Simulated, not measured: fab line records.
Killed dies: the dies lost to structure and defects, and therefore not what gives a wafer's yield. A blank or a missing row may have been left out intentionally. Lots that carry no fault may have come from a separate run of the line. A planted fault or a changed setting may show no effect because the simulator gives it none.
Matching of chambers + flow gf180mcu + GF_SAB_ETCH_11 on rieDiel-04 has 4 sister chambers
The step etches SiO2 in C4F8/O2/Ar, target depth 55 nm, time 8.5 s. 14 wafers are shown with their chamber, then 7 later ones without.

== WAFERS, EACH WITH ITS CHAMBER ==
| wafer  | chamber | oesProductAu (a.u.) |
|--------|---------|---------------------|
| L079.3 | 1       | 0.992               |
| L079.4 | 2       | 0.986               |
| L079.5 | 2       | 0.993               |
| L082.2 | 1       | 1.000               |
| L082.3 | 3       | 1.003               |
| L082.4 | 0       | 0.999               |
| L086.1 | 0       | 1.001               |
| L086.4 | 2       | 0.993               |
| L086.5 | 2       | 1.000               |
| L091.1 | 3       | 1.008               |
| L091.2 | 2       | 1.001               |
| L091.6 | 0       | 0.994               |
| L092.1 | 3       | 1.008               |
| L092.2 | 1       | 0.997               |

SIGNATURES, as means of the wafers listed above
| reading      | chamber 0 | chamber 1 | chamber 2 | chamber 3 | scatter within a chamber |
|--------------|-----------|-----------|-----------|-----------|--------------------------|
| oesProductAu | 0.99800   | 0.99633   | 0.99460   | 1.00633   | 0.00474                  |
Rule: a wafer's distance from a chamber is the root of the sum, over the readings, of the square of ((its reading less the chamber's mean) divided by the reading's scatter). The wafer belongs to the nearest chamber; if the next one is less than 2 further off, it can't be placed. The scatter: the root of (the sum of the squares of (reading less its chamber's mean) over the shown wafers, divided by (wafers less chambers)).

== WAFERS WHOSE CHAMBER IS MISSING ==
| wafer  | oesProductAu (a.u.) |
|--------|---------------------|
| L092.6 | 1.002               |
| L093.1 | 0.998               |
| L093.3 | 1.011               |
| L093.5 | 0.988               |
| L094.1 | 1.000               |
| L094.4 | 1.008               |
| L094.6 | 1.013               |

== WHICH CHAMBER EACH ONE RAN IN ==
| wafer  | from the rows above               | in truth |
|--------|-----------------------------------|----------|
| L092.6 | can't be placed: 0 or 3 or 1 or 2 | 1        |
| L093.1 | can't be placed: 0 or 1 or 2 or 3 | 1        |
| L093.3 | can't be placed: 3 or 0           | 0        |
| L093.5 | can't be placed: 2 or 1 or 0      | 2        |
| L094.1 | can't be placed: 0 or 1 or 2 or 3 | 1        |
| L094.4 | can't be placed: 3 or 0           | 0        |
| L094.6 | can't be placed: 3 or 0           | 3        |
0 of 7 placed correctly. From these rows, 7 cannot be placed; in 7 the true chamber is one of the candidates. Number placed wrongly: 0.
